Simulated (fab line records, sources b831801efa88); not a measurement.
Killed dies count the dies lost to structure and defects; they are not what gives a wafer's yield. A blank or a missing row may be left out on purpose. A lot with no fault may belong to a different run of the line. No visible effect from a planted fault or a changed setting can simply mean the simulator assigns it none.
fab line records	flow sky130
record lots=6	wafers=18	last_day=50
route steps=708 shown SONOS_ONO@176 GATE_OXIDE@187 POLY_GATE@204 PAD_OPEN@708
lots untouched by any fault: they come from a run of this same line in which no faults occurred
start_h: start of the lot's first displayed wafer, in hours after the record's first day	wait_h: time in hours since the lot's previous step	" the same as in the row above	L1.1+2: one row covering several wafers at once	- no value present, or no start provided	* or withheld: withheld	< > ~ a bound
route shown NAME@n: names a module that has steps shown in the file, with the first one's number in the route	usual: average and standard deviation across the fault-free wafers	same: alike in all rows	chamber/n: place in a boat	sites: readings site by site	_std_site: how widely they spread, as a standard deviation	_edge_site: outer sites' mean less inner sites'	radius_mm: how far each site lies from the wafer's centre	mask NAME#n: copy n	behind: the most recent tool/chamber to have shaped the wafer	hold: cause of the lot's hold/its duration in hours/its outcome	device: names the non-switching transistor (n, p or np)	end of line: the tests these same wafers got at the end of their route	a step without rows: its recipe alone	killed: not the wafer's yield, but the dies lost to structure and defects at the first sort	map: a wafer's dies, marking killed ones x, the rest . and places with no die _
set.NAME: the setting that was run; set.NAME@STEP: the one run at that earlier step	model.NAME: the simulator's own value behind a step, which no gauge read
lots seen at some steps along the route; tables by step, rows by wafer
services: from which hour (start_h, from the record's first day; less than 0 if before it) a tool's chamber was out of use, for how many hours, and why
## steps
# step SKY_SONOS_ONO_COAT_08
# recipe resist=NOVOLAK	spin_rpm=3000	resist_thk_nm=1140
# step SKY_SONOS_ONO_SOFTBAKE_09
# recipe temp_c=90	time_s=60	resist=NOVOLAK
# step SKY_SONOS_ONO_EXPOSE_10
# recipe mask_id=ONOM	target_cd_nm=410	na=0.6	source_shape=conventional	sigma_outer=0.6	dose_mj=150
# step SKY_SONOS_ONO_PEB_11
# recipe temp_c=withheld	time_s=*	resist=NOVOLAK
# step SKY_SONOS_ONO_DEVELOP_12
# recipe develop_time_s=60	dev_temp_c=23
# step SKY_SONOS_ONO_CD_MEAS_13
# recipe target_cd_nm=410
# usual cd_nm=409.7/2.5
lot.wafer	tool	chamber	start_h	wait_h	cd_nm
L552.1	cd_sem-01	-	283.29	0.1	409.2
L552.5	"	-	"	"	406.8
L552.6	"	-	"	"	412.7
L561.3	cd_sem-02	-	354.36	0.1	408.6
L561.4	"	-	"	"	409.6
L561.6	"	-	"	"	408.9
L567.2	cd_sem-02	-	410.94	0.1	407.9
L567.4	"	-	"	"	410.2
L567.5	"	-	"	"	410.3
L568.1	cd_sem-01	-	418.87	0.1	415.2
L568.2	"	-	"	"	413.6
L568.3	"	-	"	"	412.0
L574.1	cd_sem-02	-	466.12	0.1	412.7
L574.4	"	-	"	"	413.8
L574.6	"	-	"	"	413.1
L575.2	cd_sem-02	-	472.14	0.1	410.0
L575.3	"	-	"	"	412.2
L575.4	"	-	"	"	409.9
# step SKY_SONOS_ONO_OVL_MEAS_14
# usual SONOS_ONO_OVL=0.1/1.2
lot.wafer	tool	chamber	start_h	wait_h	SONOS_ONO_OVL[nm]
L552.1	overlay-01	-	283.41	0.1	-0.3
L552.5	"	-	"	"	-1.3
L552.6	"	-	"	"	1.5
L561.3	overlay-02	-	354.45	0.1	1.8
L561.4	"	-	"	"	1.5
L561.6	"	-	"	"	1.5
L567.2	overlay-02	-	411.04	0.1	0.4
L567.4	"	-	"	"	-0.4
L567.5	"	-	"	"	1.9
L568.1	overlay-02	-	418.99	0.1	-0.2
L568.2	"	-	"	"	-0.4
L568.3	"	-	"	"	2.1
L574.1	overlay-01	-	466.24	0.1	0.1
L574.4	"	-	"	"	1.1
L574.6	"	-	"	"	1.0
L575.2	overlay-01	-	472.24	0.1	-1.3
L575.3	"	-	"	"	-0.2
L575.4	"	-	"	"	0.2
# step SKY_SONOS_ONO_ETCH_15
# recipe target_depth_nm=19.52	chemistry=CHF3/O2	source_w=600	bias_w=200	pressure_mtorr=40	chf3_flow_sccm=50	O2_flow_sccm=5	time_s=7.8
# usual bias_w=200.0/0.65	drypump_motor_current_A=5.6/0.47	oes_product_au=0.998/0.0078	throttle_valve_pct=8.825/0.0099
lot.wafer	tool	chamber	start_h	wait_h	bias_w	drypump_motor_current_A	oes_product_au	rf_hours_counter_h	throttle_valve_pct
L552.1	rie_diel-03	2	283.44	0.0	199.5	6.4	0.985	6	8.816
L552.5	"	3	"	"	200.3	6.0	0.992	-	8.827
L552.6	"	0	"	"	198.8	6.1	0.987	-	8.824
L561.3	rie_diel-02	1	354.47	0.0	200.8	5.5	1.009	9	8.821
L561.4	"	2	"	"	200.1	5.9	0.981	81	8.813
L561.6	"	2	"	"	200.1	5.9	0.992	-	8.813
L567.2	rie_diel-02	3	411.07	0.0	201.3	6.1	0.982	63	8.833
L567.4	"	0	"	"	199.9	5.8	1.003	5	8.829
L567.5	"	2	"	"	199.8	5.9	0.993	-	8.816
L568.1	rie_diel-04	0	419.02	0.0	200.9	5.3	0.998	36	8.825
L568.2	"	3	"	"	200.9	5.0	0.998	90	8.827
L568.3	"	2	"	"	200.1	5.5	1.008	45	8.843
L574.1	rie_diel-03	3	466.27	0.0	200.5	6.0	0.991	15	8.820
L574.4	"	1	"	"	200.7	4.8	1.006	9	8.832
L574.6	"	0	"	"	199.6	6.0	0.998	-	8.817
L575.2	rie_diel-02	1	472.27	0.0	200.1	5.4	1.008	11	8.828
L575.3	"	2	"	"	200.5	5.8	1.002	83	8.836
L575.4	"	3	"	"	200.2	6.1	0.996	64	8.839
# step SKY_SONOS_ONO_WET_ETCH_16
# recipe chemistry=dHF	target_depth_nm=14	dry=n2_spin	target=SiO2	dilution=100:1	temp_c=25	time_s=280
# step SKY_SONOS_ONO_STRIP_17
# recipe chemistry=O2/N2	power_w=1400	pressure_mtorr=1500	platen_temp_c=withheld	o2_flow_sccm=3000	n2_flow_sccm=300	overash_fraction=0.5
# usual drypump_motor_current_A=5.54/0.28	oes_product_au=0.709/0.0043	strip_time_to_endpoint_s=14.11/0.041
lot.wafer	tool	chamber	start_h	wait_h	drypump_motor_current_A	oes_product_au	rf_hours_counter_h	strip_time_to_endpoint_s
L552.1	plasma_asher-04	1	283.55	0.0	5.68	0.709	63	14.14
L552.5	"	1	"	"	5.67	0.706	-	14.14
L552.6	"	0	"	"	5.55	0.702	-	14.17
L561.3	plasma_asher-04	1	354.61	0.0	5.72	0.715	-	14.07
L561.4	"	0	"	"	5.55	0.709	-	14.17
L561.6	"	1	"	"	5.70	0.703	-	14.11
L567.2	plasma_asher-01	0	411.18	0.0	5.05	0.701	27	14.10
L567.4	"	0	"	"	5.04	0.713	-	14.05
L567.5	"	1	"	"	5.89	0.701	-	14.07
L568.1	plasma_asher-01	0	419.13	0.0	5.05	0.700	28	14.15
L568.2	"	1	"	"	5.92	0.704	28	14.17
L568.3	"	0	"	"	5.05	0.709	-	14.11
L574.1	plasma_asher-04	1	466.38	0.0	5.75	0.702	81	14.04
L574.4	"	1	"	"	5.74	0.709	-	14.04
L574.6	"	1	"	"	5.77	0.712	-	14.10
L575.2	plasma_asher-01	0	472.38	0.0	5.07	0.707	33	14.14
L575.3	"	1	"	"	5.91	0.708	-	14.15
L575.4	"	0	"	"	5.05	0.705	-	14.16
# step SKY_SONOS_ONO_WET_ETCH_18
# recipe chemistry=H3PO4	target_depth_nm=15	target=Si3N4	temp_c=160	time_s=172
# step SKY_GATE_OXIDE_CLEAN_00
# recipe chemistry=SC1/SC2	mix=1:4:20	temp_c=70	time_s=150	dry=n2_spin
# step SKY_GATE_OXIDE_OXIDATION_01
# recipe temp_c=900	ambient=O2	stabilise_s=600	purge_s=300	target_thk_a=102.68	ox_time_s=1473
# usual spike_tc_bottom_C=915.9/2.4	spike_tc_centre_C=900.9/1.1	spike_tc_lower_C=900.8/1.1	spike_tc_upper_C=898.7/1	tube_center_temp_C=900/0.077	tube_center_temp_C_max=902.3/0.4	zone_power_top_pct=31/4.1
lot.wafer	tool	chamber	start_h	wait_h	spike_tc_bottom_C	spike_tc_centre_C	spike_tc_lower_C	spike_tc_upper_C	tube_center_temp_C	tube_center_temp_C_max	zone_power_top_pct	model.SiO2_of_GATE_OXIDE_OXIDATION_01.thk_nm
L552.1	furnace-02	0	284.83	1.1	921.6	900.1	900.5	900.0	899.94	902.2	38	10.07
L552.5	"	0	"	"	918.7	899.2	902.1	898.3	900.09	902.2	38	9.926
L552.6	"	0	"	"	918.8	899.9	902.7	898.7	899.94	902.6	38	9.97
L561.3	furnace-01	0	360.99	6.1	914.0	900.0	898.3	896.9	900.14	902.5	28	10.21
L561.4	"	0	"	"	915.2	901.8	900.4	899.1	900.1	902.5	28	10.26
L561.6	"	0	"	"	915.0	901.0	899.6	898.6	900	901.6	28	10.25
L567.2	furnace-01	0	414.47	3.1	909.4	895.9	896.5	892.7	895.02	897.3	28	9.691
L567.4	"	0	"	"	909.1	895.8	893.6	891.8	894.93	897.0	28	9.512
L567.5	"	0	"	"	910.0	895.7	895.4	893.1	895.06	897.5	28	9.527
L568.1	furnace-01	0	420.08	0.7	908.5	897.2	895.6	894.6	895.13	897.3	28	9.947
L568.2	"	0	"	"	909.2	897.7	894.6	894.3	894.92	897.6	28	9.92
L568.3	"	0	"	"	910.4	897.0	895.2	894.2	895.08	897.6	28	9.871
L574.1	furnace-02	0	467.86	1.3	919.6	898.7	902.0	898.1	899.87	901.8	38	10.15
L574.4	"	0	"	"	921.6	901.1	902.6	899.0	899.91	903.4	38	10.26
L574.6	"	0	"	"	919.7	899.9	901.0	899.4	899.95	902.8	38	10.29
L575.2	furnace-02	0	472.64	0.0	919.8	898.5	902.2	898.1	900.03	902.0	38	10.34
L575.3	"	0	"	"	921.1	899.5	901.8	898.4	900.06	902.2	38	10.21
L575.4	"	0	"	"	919.7	899.0	901.6	897.9	900.04	901.9	38	10.18
# step SKY_GATE_OXIDE_THK_MEAS_02
# recipe reads=SiO2_of_GATE_OXIDE_OXIDATION_01
# usual GATE_OXIDE_OXIDATION_00_THK=10.21/0.19
lot.wafer	tool	chamber	start_h	wait_h	GATE_OXIDE_OXIDATION_00_THK[nm]
L552.1	film_metro-02	-	286.24	0.0	10.07
L552.5	"	-	"	"	10.00
L552.6	"	-	"	"	9.97
L561.3	film_metro-01	-	362.42	0.0	10.17
L561.4	"	-	"	"	10.29
L561.6	"	-	"	"	10.26
L567.2	film_metro-04	-	415.89	0.0	9.67
L567.4	"	-	"	"	9.51
L567.5	"	-	"	"	9.56
L568.1	film_metro-01	-	421.49	0.0	9.98
L568.2	"	-	"	"	9.94
L568.3	"	-	"	"	9.88
L574.1	film_metro-02	-	469.27	0.0	10.14
L574.4	"	-	"	"	10.26
L574.6	"	-	"	"	10.26
L575.2	film_metro-01	-	474.06	0.0	10.34
L575.3	"	-	"	"	10.21
L575.4	"	-	"	"	10.17
# step SKY_GATE_OXIDE_DEHYDRATE_03
# recipe temp_c=200	time_s=60
# step SKY_GATE_OXIDE_HMDS_04
# recipe prime_time_s=60	prime_temp_c=120
# step SKY_GATE_OXIDE_COAT_05
# recipe resist=NOVOLAK	spin_rpm=3000	resist_thk_nm=1140
# step SKY_GATE_OXIDE_SOFTBAKE_06
# recipe temp_c=90	time_s=60	resist=NOVOLAK
# step SKY_GATE_OXIDE_EXPOSE_07
# recipe mask_id=LVOM	na=0.6	source_shape=conventional	sigma_outer=0.6	polarization=unpolarized	target_cd_nm=600	dose_mj=170
# step SKY_GATE_OXIDE_PEB_08
# recipe temp_c=withheld	time_s=*	resist=NOVOLAK
# step SKY_GATE_OXIDE_DEVELOP_09
# recipe resist=NOVOLAK	developer=TMAH	develop_time_s=60	dev_temp_c=23
# step SKY_GATE_OXIDE_OVL_MEAS_10
# usual GATE_OXIDE_OVL=1.1/1.4
lot.wafer	tool	chamber	start_h	wait_h	GATE_OXIDE_OVL[nm]
L552.1	overlay-02	-	311.39	0.1	-0.9
L552.5	"	-	"	"	-1.3
L552.6	"	-	"	"	-0.1
L561.3	overlay-01	-	389.20	0.1	1.5
L561.4	"	-	"	"	2.9
L561.6	"	-	"	"	-0.2
L567.2	overlay-02	-	446.29	0.1	1.7
L567.4	"	-	"	"	2.9
L567.5	"	-	"	"	2.1
L568.1	overlay-01	-	451.57	0.1	3.3
L568.2	"	-	"	"	3.4
L568.3	"	-	"	"	2.1
L574.1	overlay-02	-	500.64	0.1	-0.1
L574.4	"	-	"	"	0.7
L574.6	"	-	"	"	-1.5
L575.2	overlay-02	-	505.24	0.1	1.9
L575.3	"	-	"	"	2.4
L575.4	"	-	"	"	2.6
# step SKY_GATE_OXIDE_IMPLANT_11
# recipe species=B	energy_kev=10	dose_cm2=2.6e+12	tilt_deg=withheld
# step SKY_GATE_OXIDE_WET_ETCH_12
# recipe chemistry=dHF	target_depth_nm=16.8	dry=n2_spin	target=SiO2	dilution=100:1	temp_c=25	time_s=336
# step SKY_GATE_OXIDE_STRIP_13
# recipe chemistry=O2/N2	power_w=1400	pressure_mtorr=1500	platen_temp_c=withheld	o2_flow_sccm=3000	n2_flow_sccm=300	overash_fraction=0.5
# usual drypump_motor_current_A=5.7/0.36	oes_product_au=0.716/0.0044	strip_time_to_endpoint_s=14.20/0.043
lot.wafer	tool	chamber	start_h	wait_h	drypump_motor_current_A	oes_product_au	rf_hours_counter_h	strip_time_to_endpoint_s
L552.1	plasma_asher-04	1	311.67	0.0	5.8	0.715	65	14.15
L552.5	"	1	"	"	5.7	0.717	-	14.12
L552.6	"	0	"	"	5.6	0.714	-	14.16
L561.3	plasma_asher-04	1	389.61	0.0	5.7	0.710	-	14.14
L561.4	"	0	"	"	5.5	0.719	-	14.21
L561.6	"	0	"	"	5.5	0.717	-	14.16
L567.2	plasma_asher-02	0	446.58	0.0	6.4	0.710	58	14.19
L567.4	"	1	"	"	5.9	0.714	-	14.23
L567.5	"	0	"	"	6.4	0.716	-	14.18
L568.1	plasma_asher-03	1	451.96	0.0	5.4	0.718	2	14.10
L568.2	"	0	"	"	5.4	0.713	2	14.14
L568.3	"	0	"	"	5.4	0.719	-	14.12
L574.1	plasma_asher-02	0	501.03	0.0	6.4	0.719	63	14.27
L574.4	"	1	"	"	5.9	0.712	-	14.26
L574.6	"	0	"	"	6.4	0.709	-	14.22
L575.2	plasma_asher-03	0	505.53	0.0	5.4	0.723	7	14.12
L575.3	"	0	"	"	5.4	0.721	-	14.15
L575.4	"	1	"	"	5.4	0.726	-	14.17
# step SKY_GATE_OXIDE_TW_MEAS_14
# usual GATE_OXIDE_TW=222.6/1
lot.wafer	tool	chamber	start_h	wait_h	GATE_OXIDE_TW
L552.1	film_metro-02	-	311.77	0.1	223.0
L552.5	"	-	"	"	223.0
L552.6	"	-	"	"	223.1
L561.3	film_metro-04	-	389.70	0.1	224.4
L561.4	"	-	"	"	224.7
L561.6	"	-	"	"	223.6
L567.2	film_metro-02	-	446.69	0.1	222.6
L567.4	"	-	"	"	221.7
L567.5	"	-	"	"	221.4
L568.1	film_metro-01	-	452.06	0.1	222.7
L568.2	"	-	"	"	223.5
L568.3	"	-	"	"	223.9
L574.1	film_metro-02	-	501.13	0.1	222.3
L574.4	"	-	"	"	222.5
L574.6	"	-	"	"	221.8
L575.2	film_metro-01	-	505.64	0.1	222.1
L575.3	"	-	"	"	222.7
L575.4	"	-	"	"	221.0
# step SKY_GATE_OXIDE_CLEAN_15
# recipe chemistry=SC1/SC2	mix=1:4:20	temp_c=70	time_s=150	dry=n2_spin
# step SKY_GATE_OXIDE_OXIDATION_16
# recipe temp_c=800	ambient=O2	idle_temp_c=700	ramp_up_c_per_min=10	ramp_down_c_per_min=3	stabilise_s=600	purge_s=300	target_thk_a=35.7	ox_time_s=1915
# usual ramp_up_c_per_min=10.0000/0.0021	spike_tc_bottom_C=818.6/2.7	spike_tc_centre_C=800.4/1.2	spike_tc_lower_C=801.0/1.1	spike_tc_upper_C=798.6/1.2	tube_center_temp_C=799.99/0.078	tube_center_temp_C_max=802.1/0.37	zone_power_top_pct=28/3.8
lot.wafer	tool	chamber	start_h	wait_h	ramp_up_c_per_min	spike_tc_bottom_C	spike_tc_centre_C	spike_tc_lower_C	spike_tc_upper_C	tube_center_temp_C	tube_center_temp_C_max	zone_power_top_pct	model.SiO2_of_GATE_OXIDE_OXIDATION_01.thk_nm
L552.1	furnace-02	0	313.88	2.0	9.9973	820.7	801.0	802.1	800.1	800.03	802.5	31	11.49
L552.5	"	0	"	"	10.001	820.6	799.2	802.0	799.6	799.93	801.8	32	11.35
L552.6	"	0	"	"	9.9972	821.5	798.6	801.9	799.7	800.02	801.7	31	11.38
L561.3	furnace-02	0	396.66	6.9	9.9994	820.7	799.2	800.1	798.1	800.03	802.4	32	11.57
L561.4	"	0	"	"	10.001	820.8	800.6	801.1	797.7	800	802.3	31	11.59
L561.6	"	0	"	"	10.004	820.3	801.6	801.4	798.6	799.92	801.8	32	11.62
L567.2	furnace-02	0	446.83	0.0	10.001	821.0	800.4	800.3	799.4	800.06	801.8	31	11.14
L567.4	"	0	"	"	9.9983	821.3	799.3	801.3	799.6	799.92	802.4	31	10.93
L567.5	"	0	"	"	10.001	822.5	798.3	802.0	798.6	799.99	802.2	32	10.98
L568.1	furnace-01	0	452.75	0.5	9.9998	815.4	801.9	801.7	800.0	799.86	802.3	24	11.29
L568.2	"	0	"	"	9.9969	814.9	800.4	800.2	797.8	799.97	801.8	24	11.26
L568.3	"	0	"	"	10.002	812.8	801.6	799.7	799.8	800.06	801.9	24	11.21
L574.1	furnace-02	0	501.24	0.0	10.003	821.7	800.2	801.6	799.7	799.98	802.1	32	11.54
L574.4	"	0	"	"	10.001	822.8	797.7	803.0	798.1	799.84	801.8	31	11.66
L574.6	"	0	"	"	9.9983	821.5	800.3	802.5	800.9	800.05	802.9	31	11.7
L575.2	furnace-02	0	505.79	0.0	10.006	822.9	799.7	801.3	798.4	800.04	801.9	32	11.69
L575.3	"	0	"	"	10.002	819.5	800.5	801.2	798.1	799.95	801.7	31	11.56
L575.4	"	0	"	"	9.9986	820.8	799.9	802.2	797.4	799.97	801.9	32	11.53
# step SKY_POLY_GATE_CVD_00
# recipe material=poly-Si	target_thk_nm=180	temp_c=620	time_s=720	pressure_mtorr=200
# step SKY_PAD_OPEN_PROBE_99
# usual killed_at_M0_to_M3=44/8.6	killed_at_M4_up=3.4/1.9	killed_at_contacts=23/5.7	killed_at_front_end=15/4.5	killed_at_other=0.4/0.62	killed_dies=86/11	killed_open=46/7.6	killed_short=39/6.3
# same gross_dies=492	killed_at_back_side=0
lot.wafer	tool	chamber	start_h	wait_h	killed_at_M0_to_M3	killed_at_M4_up	killed_at_contacts	killed_at_front_end	killed_at_other	killed_dies	killed_open	killed_short	model.etest.nfet_16v.r_on_ohm_um	model.etest.tip_sonos.rs_ohm_sq	model.etest.pfet_g5v0d10v5.r_on_ohm_um	model.etest.nfet_g5v0d10v5.r_on_ohm_um	model.etest.nfet_g5v0d10v5.drive_ua_um	model.etest.nfet_05v0_nvt.drive_ua_um	model.etest.pfet_g5v0d10v5.drive_ua_um	model.etest.nfet_16v.drive_ua_um
L552.1	prober-02	-	1085.39	0.1	32	3	19	7	1	62	37	25	1.383e+04	2597	4732	1877	612	582.2	343.3	226.4
L552.5	prober-02	-	1085.59	0.2	35	6	23	15	0	79	37	42	1.394e+04	2555	4765	1868	622.1	584.3	341.2	226.1
L552.6	prober-02	-	1085.64	0.2	30	3	31	8	0	72	42	30	1.384e+04	2575	4685	1854	621.5	588.7	344.7	227.2
L561.3	prober-02	-	1143.39	0.2	46	5	16	10	0	77	44	33	1.431e+04	2716	4763	1874	602.3	573	348	217.8
L561.4	prober-02	-	1143.44	0.2	55	3	17	8	0	83	42	41	1.441e+04	2711	4694	1882	606.7	573.9	350.1	217.2
L561.6	prober-02	-	1143.54	0.2	53	0	18	13	2	86	39	47	1.445e+04	2732	4649	1852	603.5	573.4	350.8	217.8
L568.1	prober-02	-	1175.13	0.1	33	2	24	10	1	70	30	38	1.381e+04	2582	4713	1864	617.7	591.3	349.6	231
L568.2	prober-02	-	1175.18	0.1	40	11	19	13	0	83	48	35	1.382e+04	2618	4730	1873	616	587.4	349.4	229.6
L568.3	prober-02	-	1175.23	0.2	45	5	21	15	1	87	47	38	1.379e+04	2590	4654	1843	622.8	598.4	355.5	231
L567.2	prober-01	-	1176.69	0.1	58	5	22	17	1	103	50	51	1.391e+04	2566	4651	1860	623.6	592.5	353.2	228.2
L567.4	prober-01	-	1176.79	0.2	31	2	22	16	1	72	31	41	1.396e+04	2527	4698	1845	637.3	598.9	350.3	230.6
L567.5	prober-01	-	1176.84	0.2	31	2	28	14	0	75	43	32	1.391e+04	2526	4603	1856	630.7	600.5	354	231.4
L574.1	prober-02	-	1200.79	0.1	42	1	36	14	0	93	48	45	1.406e+04	2601	4757	1894	607.1	573.9	340.7	220
L574.4	prober-02	-	1200.94	0.2	45	5	19	22	1	92	48	43	1.416e+04	2652	4794	1886	598.2	575.4	339	219.1
L574.6	prober-02	-	1201.04	0.2	47	1	23	13	0	84	53	30	1.426e+04	2633	4853	1902	593.4	568.1	335.6	218
L575.2	prober-01	-	1202.02	0.1	26	7	31	14	0	78	44	33	1.429e+04	2742	4749	1913	594.4	567.5	340.6	218.1
L575.3	prober-01	-	1202.07	0.2	45	4	32	28	0	109	52	56	1.425e+04	2740	4699	1868	605.8	573.9	344.2	220.2
L575.4	prober-01	-	1202.12	0.2	50	4	36	13	0	103	58	44	1.411e+04	2691	4672	1882	602.9	574.8	349.9	221.6
# killed by level:class
L552.1 VIA1:geometric_particle:open=11 CONTACT:geometric_particle:open=7 LI_CONTACT:geometric_particle:open=6 VIA1:geometric_particle:short=4 VIA2:geometric_particle:short=4 POLY_GATE:geometric_particle:open=3 LI_CONTACT:geometric_particle:short=3 LOCAL_INTERCONNECT:geometric_particle:short=3
L552.5 CONTACT:geometric_particle:open=8 VIA1:geometric_particle:open=8 CONTACT:geometric_particle:short=7 METAL2:geometric_particle:short=6 VIA2:geometric_particle:open=6 VIA3:geometric_particle:open=5 FIELD_ISO:geometric_particle:short=3 METAL1:geometric_particle:short=3
L552.6 CONTACT:geometric_particle:open=14 VIA1:geometric_particle:open=11 CONTACT:geometric_particle:short=7 LI_CONTACT:geometric_particle:open=5 VIA2:geometric_particle:open=4 LOCAL_INTERCONNECT:geometric_particle:short=3 VIA1:geometric_particle:short=3 METAL4:geometric_particle:short=3
L561.3 VIA1:geometric_particle:open=11 VIA3:geometric_particle:open=7 CONTACT:geometric_particle:open=6 VIA2:geometric_particle:open=5 METAL4:geometric_particle:short=5 METAL1:geometric_particle:short=5 VIA1:geometric_particle:short=5 LI_CONTACT:geometric_particle:open=4
L561.4 VIA3:geometric_particle:open=13 VIA1:geometric_particle:open=10 VIA2:geometric_particle:open=7 METAL1:geometric_particle:short=6 CONTACT:geometric_particle:open=5 VIA3:geometric_particle:short=5 LOCAL_INTERCONNECT:geometric_particle:short=4 CONTACT:geometric_particle:short=4
L561.6 VIA3:geometric_particle:open=8 VIA3:geometric_particle:short=8 CONTACT:geometric_particle:open=7 METAL2:geometric_particle:short=6 VIA1:geometric_particle:open=6 LOCAL_INTERCONNECT:geometric_particle:short=5 VIA2:geometric_particle:short=5 VIA2:geometric_particle:open=5
L568.1 LI_CONTACT:geometric_particle:open=8 CONTACT:geometric_particle:short=7 METAL1:geometric_particle:short=7 VIA3:geometric_particle:open=6 VIA2:geometric_particle:open=5 LOCAL_INTERCONNECT:geometric_particle:short=4 VIA1:geometric_particle:open=4 FIELD_ISO:geometric_particle:open=3
L568.2 METAL1:geometric_particle:short=9 VIA1:geometric_particle:open=9 CONTACT:geometric_particle:open=7 METAL4:geometric_particle:short=7 FIELD_ISO:geometric_particle:open=6 LI_CONTACT:geometric_particle:open=6 VIA2:geometric_particle:open=6 METAL2:geometric_particle:short=4
L568.3 VIA1:geometric_particle:open=8 METAL1:geometric_particle:short=7 METAL2:geometric_particle:short=7 FIELD_ISO:geometric_particle:open=6 LI_CONTACT:geometric_particle:open=6 VIA3:geometric_particle:open=6 VIA2:geometric_particle:open=6 CONTACT:geometric_particle:open=5
L567.2 VIA1:geometric_particle:open=13 LI_CONTACT:geometric_particle:open=8 METAL1:geometric_particle:short=8 VIA2:geometric_particle:open=7 FIELD_ISO:geometric_particle:short=6 METAL2:geometric_particle:short=6 CONTACT:geometric_particle:open=5 VIA1:geometric_particle:short=5
L567.4 LI_CONTACT:geometric_particle:open=7 METAL1:geometric_particle:short=7 LI_CONTACT:geometric_particle:short=5 VIA1:geometric_particle:open=5 CONTACT:geometric_particle:short=5 FIELD_ISO:geometric_particle:short=4 METAL3:geometric_particle:short=4 CONTACT:geometric_particle:open=4
L567.5 CONTACT:geometric_particle:open=11 LI_CONTACT:geometric_particle:open=7 VIA3:geometric_particle:open=6 CONTACT:geometric_particle:short=6 METAL3:geometric_particle:short=5 POLY_GATE:geometric_particle:open=4 METAL2:geometric_particle:short=4 VIA2:geometric_particle:open=4
L574.1 LI_CONTACT:geometric_particle:open=9 CONTACT:geometric_particle:open=9 LOCAL_INTERCONNECT:geometric_particle:short=7 VIA2:geometric_particle:open=7 VIA1:geometric_particle:short=7 CONTACT:geometric_particle:short=6 VIA1:geometric_particle:open=5 VIA3:geometric_particle:open=5
L574.4 FIELD_ISO:geometric_particle:open=9 LI_CONTACT:geometric_particle:open=8 VIA1:geometric_particle:open=8 METAL1:geometric_particle:short=7 CONTACT:geometric_particle:open=6 VIA1:geometric_particle:short=6 VIA2:geometric_particle:open=6 METAL4:geometric_particle:short=5
L574.6 VIA1:geometric_particle:open=12 CONTACT:geometric_particle:open=9 VIA2:geometric_particle:open=9 LI_CONTACT:geometric_particle:open=8 VIA1:geometric_particle:short=6 POLY_GATE:geometric_particle:open=5 METAL1:geometric_particle:short=4 VIA3:geometric_particle:open=4
L575.2 CONTACT:geometric_particle:open=11 LI_CONTACT:geometric_particle:open=10 VIA1:geometric_particle:open=9 METAL4:geometric_particle:short=6 LOCAL_INTERCONNECT:geometric_particle:short=5 CONTACT:geometric_particle:short=5 FIELD_ISO:geometric_particle:open=4 FIELD_ISO:geometric_particle:short=4
L575.3 VIA1:geometric_particle:open=10 LI_CONTACT:geometric_particle:open=9 CONTACT:geometric_particle:open=9 POLY_GATE:geometric_particle:short=8 VIA2:geometric_particle:open=6 FIELD_ISO:geometric_particle:short=5 POLY_GATE:geometric_particle:open=5 LOCAL_INTERCONNECT:geometric_particle:short=5
L575.4 LI_CONTACT:geometric_particle:open=14 VIA1:geometric_particle:open=9 VIA3:geometric_particle:open=9 CONTACT:geometric_particle:open=8 METAL1:geometric_particle:short=7 VIA2:geometric_particle:open=7 LOCAL_INTERCONNECT:geometric_particle:short=5 CONTACT:geometric_particle:short=5
## services
tool	chamber	start_h	hours	kind
rie_diel-02	3	268.66	2.4	repair
plasma_asher-03	-	274.50	0.9	repair
plasma_asher-01	-	277.26	1.2	repair
rie_diel-04	2	290.25	15.3	repair
furnace-01	-	290.43	4.1	pm
rie_diel-02	1	319.97	12.8	repair
furnace-01	-	320.26	3.0	pm
plasma_asher-04	-	337.86	1.8	repair
rie_diel-04	2	343.14	2.3	repair
rie_diel-02	3	354.61	3.8	repair
plasma_asher-01	-	356.75	6.5	repair
furnace-01	-	397.16	11.7	pm
furnace-02	-	409.61	3.5	pm
rie_diel-02	3	412.81	5.5	repair
rie_diel-04	1	414.73	12.9	repair
plasma_asher-03	-	421.25	9.0	pm
plasma_asher-03	-	431.08	2.7	repair
rie_diel-02	-	437.88	0.3	repair
plasma_asher-04	-	441.68	1.2	repair
rie_diel-02	0	443.66	4.8	repair
rie_diel-03	0	445.46	9.3	repair
rie_diel-02	2	454.26	4.1	repair
plasma_asher-02	-	477.91	0.9	repair
furnace-01	-	487.70	2.9	pm
## key
first_sign step=SKY_GATE_OXIDE_OXIDATION_01	reading=tube_center_temp_C	direction=down	sigmas=55	usual=*	struck=*
effect step=SKY_GATE_OXIDE_OXIDATION_01	reading=tube_center_temp_C_max	direction=down	sigmas=12	usual=*	struck=*
effect step=SKY_GATE_OXIDE_THK_MEAS_02	reading=GATE_OXIDE_OXIDATION_00_THK	direction=down	sigmas=2.4	usual=10.21	struck=9.76
model_effect step=SKY_GATE_OXIDE_OXIDATION_01	value=SiO2_of_GATE_OXIDE_OXIDATION_01.thk_nm	without=10.29	struck=9.745
model_effect step=SKY_GATE_OXIDE_OXIDATION_16	value=SiO2_of_GATE_OXIDE_OXIDATION_01.thk_nm	without=11.64	struck=11.13
model_effect step=SKY_PAD_OPEN_PROBE_99	value=etest.nfet_16v.r_on_ohm_um	without=1.416e+04	struck=1.387e+04
met_at SKY_GATE_OXIDE_OXIDATION_01
struck_wafers L567.2,L567.4,L567.5,L568.1,L568.2,L568.3
tester_left_out L567,L568
onset_between 360.99 414.47
fault kind=process_parameter_drift	tool=furnace-01	chamber=-	onset_h=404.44	steps=SKY_GATE_OXIDE_OXIDATION_01	channel=temp_c	offset=*	shape=step	end_h=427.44	acts_in=*	stated=*
# tester_left_out: of these lots the tester's yield and bins aren't shown, on N5 and GAA mostly nor the transistor test; their killed dies are dies lost to structure and defects alone, not to doping, threshold or leakage, so they don't give the yield
